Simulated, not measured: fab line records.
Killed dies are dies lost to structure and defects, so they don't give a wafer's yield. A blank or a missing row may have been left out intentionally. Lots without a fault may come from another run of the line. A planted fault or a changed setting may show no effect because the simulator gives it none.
A lot that was struck, set against a sound lot -- flow sky130 -- 14 steps out of a route of 708
Sound: wafers L141.2, L141.5, L141.6. Struck: wafers L146.1, L146.5, L146.6. The cause is named last.
Per side, at each step with rows, come the tool, then ch with its chambers, and then its first start. Under that, the readings that differ: sound wafers -- struck wafers -- difference of the means -- sigmas: that difference in standard deviations of wafers without a fault.
alike: readings whose means differ by less than 2 such deviations, and words and numbers that are the same on both sides. not compared: withheld readings, readings that some wafer has no value for, bounds like >300 that may hide the same value, and numbers for which the record gives no deviation and whose values overlap.
The two part at a step that has a row with sigmas, a row that says differs or no value, or rows on one side only. Numbers that don't overlap but have no deviation are shown without sigmas and don't part them. A reading missing from all wafers of one side parts the sides only when that side holds two or more wafers.

first, 2 steps without rows for these wafers: SKY_SALICIDE_CLEAN_00 (cleans in HF-last, time 30 s); SKY_LI_CONTACT_HDPCVD_00 (deposits PSG, target thk 930 nm, time 155 s).
SKY_LI_CONTACT_THK_MEAS_01:
  sound on filmMetro-04 at day 29 18:55; struck on filmMetro-03 at day 31 07:13
  alike: LI_CONTACT_HDPCVD_THK
SKY_LI_CONTACT_CMP_02: polishes PSG.
  sound on cmp-02 ch 0,3, day 29 18:58; struck on cmp-02 ch 0,2,3, day 31 07:22
  alike: motorCurrentA, slurryFilterDpKPa, timeToEndpointS
SKY_LI_CONTACT_BOW_MEAS_03:
  sound on filmMetro-03 at day 29 19:17; struck on filmMetro-04 at day 31 07:34
  alike: LI_CONTACT_BOW
then, 7 steps without rows for these wafers: SKY_LI_CONTACT_DEHYDRATE_04 (time 60 s); SKY_LI_CONTACT_HMDS_05 (prime time 60 s); SKY_LI_CONTACT_COAT_06 (resist thk 60 nm); SKY_LI_CONTACT_COAT_07 (resist thk 450 nm); SKY_LI_CONTACT_SOFTBAKE_08 (time 90 s); SKY_LI_CONTACT_EXPOSE_09 (exposes mask LICM1, target cd 170 nm); SKY_LI_CONTACT_PEB_10.
SKY_LI_CONTACT_DEVELOP_11: develop time 60 s.
  sound on lithoTrack-01 ch 0, day 30 22:00; struck on lithoTrack-03, day 32 10:00
  no value came back on the struck wafers for chillPlateTempC (C), developTimeS (s); on the sound wafers chillPlateTempC (C) reads 23.11 23.06 23.08
reading,sound,struck,difference,sigmas
model.KrF-thick_of_LI_CONTACT_COAT_07.thkNm (nm),436.7 435.1 435.9,452.3 452 449.6,+15.4,
SKY_LI_CONTACT_CD_MEAS_12 targets a cd of 170 nm.
  sound on cdSem-01 at day 30 22:44; struck on cdSem-01 at day 32 10:31
reading,sound,struck,difference,sigmas
cdNm (nm),167.6 167.2 166.8,- - -,no value on the struck wafers,

WHERE THEY PART
Earliest at SKY_LI_CONTACT_DEVELOP_11; latest, in this record, at SKY_LI_CONTACT_CD_MEAS_12.

WHY: whatever the simulator had introduced
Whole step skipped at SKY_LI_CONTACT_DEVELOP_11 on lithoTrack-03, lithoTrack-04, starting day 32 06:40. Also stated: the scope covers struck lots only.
